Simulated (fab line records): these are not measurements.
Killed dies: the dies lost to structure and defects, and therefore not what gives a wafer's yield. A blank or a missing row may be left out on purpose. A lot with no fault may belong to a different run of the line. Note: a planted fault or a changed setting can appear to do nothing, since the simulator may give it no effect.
Which tool did it? + flow sky130 + 13 lots, 39 wafers sampled, at 3 steps of a route of 708

== WHAT THE GAUGES SHOWED, per wafer ==
SKY_METAL4_OVL_MEAS_14. Usual: for METAL4_OVL the level is 2 nm and the standard deviation is 5.3.
| lot  | measured     | on         | METAL4_OVL (nm) | flag |
|------|--------------|------------|-----------------|------|
| L693 | day 42 23:43 | overlay-02 | 4 -6 4          |      |
| L697 | day 43 02:52 | overlay-02 | 4 1 5           |      |
| L696 | day 43 01:55 | overlay-02 | -1 -2 -4        |      |
| L698 | day 43 18:16 | overlay-01 | 11 8 2          |      |
| L699 | day 43 21:34 | overlay-01 | 0 -2 -2         |      |
| L701 | day 44 03:55 | overlay-02 | 2 -13 -2        |      |
| L706 | day 45 07:34 | overlay-01 | 3 1 10          |      |
| L707 | day 45 13:11 | overlay-02 | 0 -2 -4         |      |
| L708 | day 46 05:04 | overlay-02 | 0 5 9           |      |
| L709 | day 46 08:55 | overlay-02 | 1 -5 5          |      |
| L710 | day 47 03:25 | overlay-01 | 3 1 9           |      |
| L712 | day 47 04:34 | overlay-02 | 4 -2 0          |      |
| L714 | day 47 08:58 | overlay-02 | 5 -4 5          |      |

SKY_VIA4_RS_MEAS_19: the measuring method here is four-point-probe. Usual: for VIA4_W_RS the level is 0.2256 ohm/sq and the standard deviation is 0.0026.
| lot  | measured     | on            | VIA4_W_RS (ohm/sq)   | flag |
|------|--------------|---------------|----------------------|------|
| L693 | day 44 01:05 | film-metro-04 | 0.2250 0.2262 0.2274 |      |
| L697 | day 44 04:08 | film-metro-02 | 0.2240 0.2270 0.2253 |      |
| L696 | day 44 03:41 | film-metro-02 | 0.2255 0.2231 0.2279 |      |
| L698 | day 44 18:49 | film-metro-02 | 0.2274 0.2265 0.2229 |      |
| L699 | day 44 22:08 | film-metro-02 | 0.2241 0.2239 0.2232 |      |
| L701 | day 45 04:31 | film-metro-01 | 0.2220 0.2272 0.2262 |      |
| L706 | day 46 06:56 | film-metro-01 | 0.2267 0.2269 0.2307 |      |
| L707 | day 46 12:51 | film-metro-04 | 0.2283 0.2237 0.2301 |      |
| L708 | day 47 05:15 | film-metro-02 | 0.2286 0.2237 0.2256 |      |
| L709 | day 47 08:22 | film-metro-01 | 0.2282 0.2252 0.2271 |      |
| L710 | day 48 00:50 | film-metro-04 | 0.2252 0.2288 0.2239 |      |
| L712 | day 48 02:36 | film-metro-04 | 0.2288 0.2262 0.2300 |      |
| L714 | day 48 06:40 | film-metro-04 | 0.2301 0.2251 0.2225 |      |

== TOOL THAT RAN EACH LOT (tool first, then ch and the chambers of the sampled wafers, then the start) ==
| lot  | SKY_LDD_HVN_STRIP_09                 |
|------|--------------------------------------|
| L693 | plasma-asher-02 ch 0,1, day 21 21:08 |
| L697 | plasma-asher-02 ch 0,1, day 21 22:05 |
| L696 | plasma-asher-01 ch 0,1, day 21 22:23 |
| L698 | plasma-asher-02 ch 0,1, day 23 00:56 |
| L699 | plasma-asher-02 ch 0,1, day 23 03:02 |
| L701 | plasma-asher-04 ch 0,1, day 23 16:11 |
| L706 | plasma-asher-02 ch 0,1, day 25 05:17 |
| L707 | plasma-asher-01 ch 0,1, day 25 14:37 |
| L708 | plasma-asher-02 ch 0,1, day 26 10:44 |
| L709 | plasma-asher-02 ch 0, day 26 11:44   |
| L710 | plasma-asher-04 ch 0,1, day 27 03:08 |
| L712 | plasma-asher-01 ch 0,1, day 27 12:23 |
| L714 | plasma-asher-01 ch 0,1, day 28 01:29 |
- SKY_LDD_HVN_STRIP_09: strips in O2/N2.

== WHAT THE TOOLS THEMSELVES READ (means of the sampled wafers that have a number; where no wafer has one, the mark that the record gives instead) ==
SKY_LDD_HVN_STRIP_09. Usual: drypump-motor-current-A 6.1 A, standard deviation 0.44; o2-flow-sccm 3000 sccm, standard deviation 9; oes-product-au 0.408 a.u., standard deviation 0.0043; strip-time-to-endpoint-s 4.130 s, standard deviation 0.016.
| lot  | tool            | drypump-motor-current-A (A) | o2-flow-sccm (sccm) | oes-product-au (a.u.) | strip-time-to-endpoint-s (s) | flag |
|------|-----------------|-----------------------------|---------------------|-----------------------|------------------------------|------|
| L693 | plasma-asher-02 | 6.3                         | 3006                | 0.404                 | 4.110                        |      |
| L697 | plasma-asher-02 | 6.6                         | 2997                | 0.409                 | 4.114                        |      |
| L696 | plasma-asher-01 | 5.7                         | 2999                | 0.404                 | 4.102                        |      |
| L698 | plasma-asher-02 | 6.6                         | 3000                | 0.409                 | 4.131                        |      |
| L699 | plasma-asher-02 | 6.3                         | 2993                | 0.406                 | 4.141                        |      |
| L701 | plasma-asher-04 | 6.0                         | 2999                | 0.410                 | 4.148                        |      |
| L706 | plasma-asher-02 | 6.6                         | 3005                | 0.408                 | 4.135                        |      |
| L707 | plasma-asher-01 | 5.9                         | 3009                | 0.412                 | 4.129                        |      |
| L708 | plasma-asher-02 | 6.6                         | 3007                | 0.406                 | 4.127                        |      |
| L709 | plasma-asher-02 | 6.1                         | 2996                | 0.407                 | 4.136                        |      |
| L710 | plasma-asher-04 | 6.3                         | 3003                | 0.410                 | 4.155                        |      |
| L712 | plasma-asher-01 | 5.9                         | 2995                | 0.411                 | 4.148                        |      |
| L714 | plasma-asher-01 | 5.8                         | 2996                | 0.409                 | 4.129                        |      |

== THE ANSWER, worked out from the rows above alone ==
Rule: take the mean of a lot's wafers that have a number; if it is more than 3 standard deviations from the usual mean, the lot is off. Also off: a lot with no number at a reading for which 4 or more lots have one. Any other lot the step has rows for is counted as sound. The gauges are gone through in route order, then the tools' own readings, and for those a lot's mean is taken as printed above. At the first step where some lot is off, the reading lying furthest off is the one used; lots without a number count as furthest.
No lot is off at any reading shown: from this, nothing can be told.

== WHAT THE SIMULATOR HAD PUT IN ==
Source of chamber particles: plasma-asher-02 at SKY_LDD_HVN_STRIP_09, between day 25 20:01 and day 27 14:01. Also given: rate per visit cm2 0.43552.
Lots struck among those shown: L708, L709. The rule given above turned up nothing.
